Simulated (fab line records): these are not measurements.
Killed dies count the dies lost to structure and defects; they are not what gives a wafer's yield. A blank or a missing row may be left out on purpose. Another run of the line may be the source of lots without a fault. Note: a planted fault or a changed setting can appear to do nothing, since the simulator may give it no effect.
Which of the tools did it? / flow sfqLine / Sampling: 10 lots, 30 wafers, 2 of 325 route steps

## WHAT EACH GAUGE READ, for each wafer
SFQ_I1_OVL_MEAS_913. Usual: I1_OVL 2 nm, standard deviation 5.5.
lot=L585; measured=day 23 11:31; on=overlay-02; I1_OVL (nm)=9 9 1; flag=
lot=L586; measured=day 23 12:44; on=overlay-02; I1_OVL (nm)=6 4 11; flag=
lot=L587; measured=day 23 15:08; on=overlay-01; I1_OVL (nm)=6 1 12; flag=
lot=L588; measured=day 24 04:45; on=overlay-01; I1_OVL (nm)=-2 -3 2; flag=
lot=L595; measured=day 27 16:08; on=overlay-02; I1_OVL (nm)=12 15 10; flag=
lot=L599; measured=day 29 01:13; on=overlay-02; I1_OVL (nm)=1 4 1; flag=
lot=L604; measured=day 29 10:15; on=overlay-01; I1_OVL (nm)=7 9 8; flag=
lot=L606; measured=day 29 13:51; on=overlay-01; I1_OVL (nm)=5 1 9; flag=
lot=L607; measured=day 36 00:47; on=overlay-02; I1_OVL (nm)=0 -1 -4; flag=
lot=L608; measured=day 36 07:58; on=overlay-01; I1_OVL (nm)=-8 -7 0; flag=

## WHICH TOOL RAN EACH LOT (tool, then ch and the chambers of the sampled wafers, then the start)
lot=L585; SFQ_TRILAYER_M1_DEP_SPUTTER_037=pvdSputter-05, day 16 02:15
lot=L586; SFQ_TRILAYER_M1_DEP_SPUTTER_037=pvdSputter-05, day 16 10:39
lot=L587; SFQ_TRILAYER_M1_DEP_SPUTTER_037=pvdSputter-05, day 16 21:27
lot=L588; SFQ_TRILAYER_M1_DEP_SPUTTER_037=pvdSputter-06, day 17 11:59
lot=L595; SFQ_TRILAYER_M1_DEP_SPUTTER_037=pvdSputter-03, day 20 23:50
lot=L599; SFQ_TRILAYER_M1_DEP_SPUTTER_037=pvdSputter-06, day 22 10:04
lot=L604; SFQ_TRILAYER_M1_DEP_SPUTTER_037=pvdSputter-05, day 22 15:53
lot=L606; SFQ_TRILAYER_M1_DEP_SPUTTER_037=pvdSputter-05, day 22 18:17
lot=L607; SFQ_TRILAYER_M1_DEP_SPUTTER_037=pvdSputter-03, day 22 19:40
lot=L608; SFQ_TRILAYER_M1_DEP_SPUTTER_037=pvdSputter-06, day 22 20:41
- SFQ_TRILAYER_M1_DEP_SPUTTER_037: material Nb, target thk 200 nm, time 133.3 s.

## WHAT THE TOOLS THEMSELVES READ (means of the sampled wafers that have a number; where no wafer has one, the mark that the record gives instead)
SFQ_TRILAYER_M1_DEP_SPUTTER_037. Usual: substrateTempC 20.00 C, standard deviation 0.11; throttleValvePct 30.0 %, standard deviation 1.1.
lot=L585; tool=pvdSputter-05; substrateTempC (C)=20.04; throttleValvePct (%)=29.8; flag=
lot=L586; tool=pvdSputter-05; substrateTempC (C)=20.21; throttleValvePct (%)=29.8; flag=
lot=L587; tool=pvdSputter-05; substrateTempC (C)=20.05; throttleValvePct (%)=30.6; flag=
lot=L588; tool=pvdSputter-06; substrateTempC (C)=19.95; throttleValvePct (%)=28.6; flag=
lot=L595; tool=pvdSputter-03; substrateTempC (C)=19.88; throttleValvePct (%)=29.9; flag=
lot=L599; tool=pvdSputter-06; substrateTempC (C)=19.90; throttleValvePct (%)=29.2; flag=
lot=L604; tool=pvdSputter-05; substrateTempC (C)=20.01; throttleValvePct (%)=30.0; flag=
lot=L606; tool=pvdSputter-05; substrateTempC (C)=19.93; throttleValvePct (%)=29.8; flag=
lot=L607; tool=pvdSputter-03; substrateTempC (C)=20.16; throttleValvePct (%)=30.7; flag=
lot=L608; tool=pvdSputter-06; substrateTempC (C)=20.07; throttleValvePct (%)=29.5; flag=

## THE ANSWER, worked out from the rows above alone
Rule: a lot counts as off when the mean over its wafers that have a number is more than 3 standard deviations away from the usual mean. Also off: a lot with no number at a reading for which 4 or more lots have one. Where the step has rows for the other lots, those lots are counted as sound. Order of review: gauges by route order, followed by the tools' own readings, for which a lot's mean as printed above is used. The first step at which some lot is off is used, and at that step the reading that is off furthest; a lot without a number counts as furthest.
No lot is off on any of the readings shown, so nothing can be concluded from this.

## WHAT THE SIMULATOR HAD PUT IN
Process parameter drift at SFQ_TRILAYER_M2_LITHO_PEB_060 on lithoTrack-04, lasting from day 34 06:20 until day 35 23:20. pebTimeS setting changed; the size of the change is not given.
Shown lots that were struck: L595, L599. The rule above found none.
